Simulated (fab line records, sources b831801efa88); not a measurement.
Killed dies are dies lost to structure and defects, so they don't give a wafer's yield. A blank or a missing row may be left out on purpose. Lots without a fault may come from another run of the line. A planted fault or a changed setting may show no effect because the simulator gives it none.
Which tool did it? | flow sky130 | 13 lots, 39 wafers sampled, at 3 steps of a route of 708

WHAT THE GAUGES READ, wafer by wafer
SKY_FIELD_ISO_CD_MEAS_13: target cd 150 nm.
lot  | measured    | on        | cd_nm (nm)
L906 | day 2 06:16 | cd_sem-02 | 150.5 150.0 149.8
L908 | day 2 14:43 | cd_sem-01 | 148.2 148.5 150.4
L909 | day 2 21:04 | cd_sem-02 | 150.1 150.1 150.1
L910 | day 3 02:36 | cd_sem-01 | 149.6 149.3 149.5
L911 | day 3 09:10 | cd_sem-02 | 151.9 151.1 150.7
L912 | day 3 12:46 | cd_sem-01 | 149.9 149.6 149.8
L914 | day 3 21:56 | cd_sem-02 | 147.8 148.3 146.5
L915 | day 4 03:20 | cd_sem-02 | 151.5 152.8 152.1
L916 | day 4 08:22 | cd_sem-01 | 148.4 150.2 150.7
L917 | day 4 13:54 | cd_sem-01 | 148.5 149.4 149.2
L918 | day 4 21:11 | cd_sem-02 | 152.7 152.7 150.8
L921 | day 5 11:14 | cd_sem-02 | 111.5 110.7 112.3
L925 | day 6 07:45 | cd_sem-02 | 120.8 120.0 120.2

SKY_VIA1_OVL_MEAS_13.
lot  | measured     | on         | VIA1_OVL (nm)
L906 | day 33 19:41 | overlay-01 | 8 8 12
L908 | day 34 18:23 | overlay-02 | 8 16 5
L909 | day 35 19:11 | overlay-01 | -2 2 2
L910 | day 35 20:16 | overlay-02 | 8 5 4
L911 | day 35 17:33 | overlay-02 | -4 4 0
L912 | day 36 04:53 | overlay-01 | 2 5 0
L914 | day 36 14:39 | overlay-01 | 8 10 4
L915 | day 36 22:41 | overlay-01 | 4 7 -2
L916 | day 37 06:59 | overlay-01 | 3 -7 3
L917 | day 37 16:56 | overlay-02 | 1 2 2
L918 | day 38 01:23 | overlay-02 | 1 -1 5

WHICH TOOL RAN EACH LOT (tool, then ch and the chambers of the sampled wafers, then the start)
lot  | SKY_FIELD_ISO_EXPOSE_10
L906 | krf_scanner-02 ch 0, day 1 22:37
L908 | krf_scanner-01 ch 0, day 2 07:33
L909 | krf_scanner-01 ch 0, day 2 13:46
L910 | krf_scanner-02 ch 0, day 2 18:26
L911 | krf_scanner-01 ch 0, day 3 00:39
L912 | krf_scanner-02 ch 0, day 3 05:05
L914 | krf_scanner-02 ch 0, day 3 13:55
L915 | krf_scanner-01 ch 0, day 3 19:29
L916 | krf_scanner-01 ch 0, day 4 00:37
L917 | krf_scanner-02 ch 0, day 4 05:11
L918 | krf_scanner-02 ch 0, day 4 12:46
L921 | krf_scanner-01 ch 0, day 5 02:04
L925 | krf_scanner-01 ch 0, day 5 23:01
- SKY_FIELD_ISO_EXPOSE_10: exposes mask FOM, target cd 150 nm.

WHAT THE TOOLS THEMSELVES READ (means of the sampled wafers that have a number; where no wafer has one, the mark that the record gives instead)
SKY_FIELD_ISO_EXPOSE_10.
lot  | tool           | exposure_dose_mJ_cm2
L906 | krf_scanner-02 | 28.008
L908 | krf_scanner-01 | 28.012
L909 | krf_scanner-01 | 27.981
L910 | krf_scanner-02 | 28.057
L911 | krf_scanner-01 | 28.030
L912 | krf_scanner-02 | 28.003
L914 | krf_scanner-02 | 27.986
L915 | krf_scanner-01 | 27.992
L916 | krf_scanner-01 | 27.991
L917 | krf_scanner-02 | 27.992
L918 | krf_scanner-02 | 28.028
L921 | krf_scanner-01 | 33.840
L925 | krf_scanner-01 | 32.659

THE ANSWER, worked out from the rows above alone
Rule: what is usual is taken from the lots themselves. Put in order of their means at a reading, lots are off if they are a third of the lots or fewer, leave a main group of 4 or more, and stand apart from it by a gap of 3 or more times the standard deviation of the main group's means; of several such gaps the widest counts. A main group whose means are all the same, to the digits that the tables above print for the reading, isn't used. A lot without any number at a reading at which 4 lots or more have one is off too. The other lots that the step has rows for count as sound. The gauges are gone through in route order, then the tools' own readings, and for those a lot's mean is taken as printed above. The first step at which some lot is off is used, and at that step the reading that is off furthest; a lot without a number counts as furthest.
Off: L921, L925, at SKY_FIELD_ISO_CD_MEAS_13 (cd_nm). The main group: mean 150.0 nm, standard deviation 1.3.
A tool fits if, at a process step before that reading, it ran every lot that is off, and no sound lot after the first of them. The gauges at SKY_FIELD_ISO_CD_MEAS_13 aren't tried: what is off there is off at SKY_FIELD_ISO_EXPOSE_10 too, on other tools, and a gauge's error can't cause that. One fits: krf_scanner-01 at SKY_FIELD_ISO_EXPOSE_10. Its last sound lot is L916 (day 4 00:37), its first lot that is off L921 (day 5 02:04): a fault that began between those two fits.
The tool's own readings at SKY_FIELD_ISO_EXPOSE_10 bear it out: on the lots that are off they differ by more than 5 times the standard deviation of the sound lots' means. exposure_dose_mJ_cm2 reads 33.249 there against 28.007 on the sound lots.

WHAT THE SIMULATOR HAD PUT IN
Process parameter drift: krf_scanner-01, from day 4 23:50 on, at SKY_FIELD_ISO_EXPOSE_10. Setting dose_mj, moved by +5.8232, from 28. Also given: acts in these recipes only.
Lots struck among those shown: L921, L925. The rule above found the same.
